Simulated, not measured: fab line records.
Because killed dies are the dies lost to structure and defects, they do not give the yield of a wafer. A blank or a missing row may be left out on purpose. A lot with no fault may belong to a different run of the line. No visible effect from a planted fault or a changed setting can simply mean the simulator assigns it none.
Split-lot study || flow sfq-line || 5 lots, 23 wafers read, on a route of 325 steps

== THE SPLIT ITSELF ==
At SFQ_TRILAYER_M8_DEP_EVAP_198 (material Pt, target thk 50 nm, time 250 s), the setting time-s was moved away from the recipe's 250 s on 6 of the 23 wafers read, by -3.8% to +12.2%. For the rest of the wafers, this setting stayed at what the recipe calls for.

The split's own step is where the reading is taken.

== THE READING ==
Pt_of_TRILAYER_M8_DEP_EVAP_198.thk-nm (the simulator's own value, which no gauge read), in nm, at SFQ_TRILAYER_M8_DEP_EVAP_198 (material Pt, target thk 50 nm, time 250 s). There is no usual value for it anywhere in the file. The 17 wafers here that ran the recipe average 49.41 nm, standard deviation 0.49 nm.

{"wafer": "L074.1", "tool, chamber at the split": "pvd-sputter-02, -", "time-s as run, s": 250, "against the recipe": "recipe", "Pt_of_TRILAYER_M8_DEP_EVAP_198.thk-nm, nm": 49.82, "against lot-mates on the recipe": "-"}
{"wafer": "L074.3", "tool, chamber at the split": "pvd-sputter-02, -", "time-s as run, s": 250, "against the recipe": "recipe", "Pt_of_TRILAYER_M8_DEP_EVAP_198.thk-nm, nm": 50.41, "against lot-mates on the recipe": "-"}
{"wafer": "L074.6", "tool, chamber at the split": "pvd-sputter-02, -", "time-s as run, s": 250, "against the recipe": "recipe", "Pt_of_TRILAYER_M8_DEP_EVAP_198.thk-nm, nm": 49.57, "against lot-mates on the recipe": "-"}
{"wafer": "L075.2", "tool, chamber at the split": "pvd-sputter-01, -", "time-s as run, s": 250, "against the recipe": "recipe", "Pt_of_TRILAYER_M8_DEP_EVAP_198.thk-nm, nm": 49.17, "against lot-mates on the recipe": "-"}
{"wafer": "L075.3", "tool, chamber at the split": "pvd-sputter-01, -", "time-s as run, s": 250, "against the recipe": "recipe", "Pt_of_TRILAYER_M8_DEP_EVAP_198.thk-nm, nm": 48.66, "against lot-mates on the recipe": "-"}
{"wafer": "L075.4", "tool, chamber at the split": "pvd-sputter-01, -", "time-s as run, s": 250, "against the recipe": "recipe", "Pt_of_TRILAYER_M8_DEP_EVAP_198.thk-nm, nm": 49.1, "against lot-mates on the recipe": "-"}
{"wafer": "L075.5", "tool, chamber at the split": "pvd-sputter-01, -", "time-s as run, s": 240.6, "against the recipe": "-3.8%", "Pt_of_TRILAYER_M8_DEP_EVAP_198.thk-nm, nm": 47.91, "against lot-mates on the recipe": -1.07}
{"wafer": "L075.6", "tool, chamber at the split": "pvd-sputter-01, -", "time-s as run, s": 240.6, "against the recipe": "-3.8%", "Pt_of_TRILAYER_M8_DEP_EVAP_198.thk-nm, nm": 47.36, "against lot-mates on the recipe": -1.62}
{"wafer": "L079.1", "tool, chamber at the split": "pvd-sputter-01, -", "time-s as run, s": 250, "against the recipe": "recipe", "Pt_of_TRILAYER_M8_DEP_EVAP_198.thk-nm, nm": 49.78, "against lot-mates on the recipe": "-"}
{"wafer": "L079.3", "tool, chamber at the split": "pvd-sputter-01, -", "time-s as run, s": 250, "against the recipe": "recipe", "Pt_of_TRILAYER_M8_DEP_EVAP_198.thk-nm, nm": 49.62, "against lot-mates on the recipe": "-"}
{"wafer": "L079.4", "tool, chamber at the split": "pvd-sputter-01, -", "time-s as run, s": 250, "against the recipe": "recipe", "Pt_of_TRILAYER_M8_DEP_EVAP_198.thk-nm, nm": 49.86, "against lot-mates on the recipe": "-"}
{"wafer": "L079.5", "tool, chamber at the split": "pvd-sputter-01, -", "time-s as run, s": 250, "against the recipe": "recipe", "Pt_of_TRILAYER_M8_DEP_EVAP_198.thk-nm, nm": 49.76, "against lot-mates on the recipe": "-"}
{"wafer": "L079.6", "tool, chamber at the split": "pvd-sputter-01, -", "time-s as run, s": 250, "against the recipe": "recipe", "Pt_of_TRILAYER_M8_DEP_EVAP_198.thk-nm, nm": 49.52, "against lot-mates on the recipe": "-"}
{"wafer": "L083.1", "tool, chamber at the split": "pvd-sputter-01, -", "time-s as run, s": 280.6, "against the recipe": "+12.2%", "Pt_of_TRILAYER_M8_DEP_EVAP_198.thk-nm, nm": 55.61, "against lot-mates on the recipe": "+6.49"}
{"wafer": "L083.2", "tool, chamber at the split": "pvd-sputter-01, -", "time-s as run, s": 250, "against the recipe": "recipe", "Pt_of_TRILAYER_M8_DEP_EVAP_198.thk-nm, nm": 48.65, "against lot-mates on the recipe": "-"}
{"wafer": "L083.3", "tool, chamber at the split": "pvd-sputter-01, -", "time-s as run, s": 280.6, "against the recipe": "+12.2%", "Pt_of_TRILAYER_M8_DEP_EVAP_198.thk-nm, nm": 55.6, "against lot-mates on the recipe": "+6.48"}
{"wafer": "L083.4", "tool, chamber at the split": "pvd-sputter-01, -", "time-s as run, s": 250, "against the recipe": "recipe", "Pt_of_TRILAYER_M8_DEP_EVAP_198.thk-nm, nm": 49.49, "against lot-mates on the recipe": "-"}
{"wafer": "L083.6", "tool, chamber at the split": "pvd-sputter-01, -", "time-s as run, s": 250, "against the recipe": "recipe", "Pt_of_TRILAYER_M8_DEP_EVAP_198.thk-nm, nm": 49.21, "against lot-mates on the recipe": "-"}
{"wafer": "L084.1", "tool, chamber at the split": "pvd-sputter-02, -", "time-s as run, s": 250, "against the recipe": "recipe", "Pt_of_TRILAYER_M8_DEP_EVAP_198.thk-nm, nm": 49.82, "against lot-mates on the recipe": "-"}
{"wafer": "L084.2", "tool, chamber at the split": "pvd-sputter-02, -", "time-s as run, s": 264.4, "against the recipe": "+5.8%", "Pt_of_TRILAYER_M8_DEP_EVAP_198.thk-nm, nm": 52.21, "against lot-mates on the recipe": "+3.10"}
{"wafer": "L084.3", "tool, chamber at the split": "pvd-sputter-02, -", "time-s as run, s": 264.4, "against the recipe": "+5.8%", "Pt_of_TRILAYER_M8_DEP_EVAP_198.thk-nm, nm": 52.33, "against lot-mates on the recipe": "+3.22"}
{"wafer": "L084.4", "tool, chamber at the split": "pvd-sputter-02, -", "time-s as run, s": 250, "against the recipe": "recipe", "Pt_of_TRILAYER_M8_DEP_EVAP_198.thk-nm, nm": 48.78, "against lot-mates on the recipe": "-"}
{"wafer": "L084.5", "tool, chamber at the split": "pvd-sputter-02, -", "time-s as run, s": 250, "against the recipe": "recipe", "Pt_of_TRILAYER_M8_DEP_EVAP_198.thk-nm, nm": 48.73, "against lot-mates on the recipe": "-"}

THE FIT
A straight line over all 23 wafers: Pt_of_TRILAYER_M8_DEP_EVAP_198.thk-nm changes by +0.501 nm for each +1% of time-s; r = +0.98; the points scatter about the line by 0.45 nm.
The same after taking each lot's own level away (the mean of its wafers on the recipe; 23 wafers): +0.515 nm for each +1%; r = +0.99; scatter 0.35 nm.
Per that fit: largest time-s move, reading shift of 6.3 nm.
Across the lots, their own levels run from 48.977 to 49.933 nm, a range of 2.0 times the standard deviation given above.
The two slopes are in agreement: the lot-to-lot level therefore moves the slope only a little.
Check: +6.32 nm against its lot-mates is what the line predicts for one of the wafers moved furthest among these (+12.2%) when that wafer is left out of the fit. It came out at +6.49 nm against them.

== FILE'S OWN FIT ==
Pt_of_TRILAYER_M8_DEP_EVAP_198.thk-nm changes by +0.521 nm for each +1% of time-s, r = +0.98.
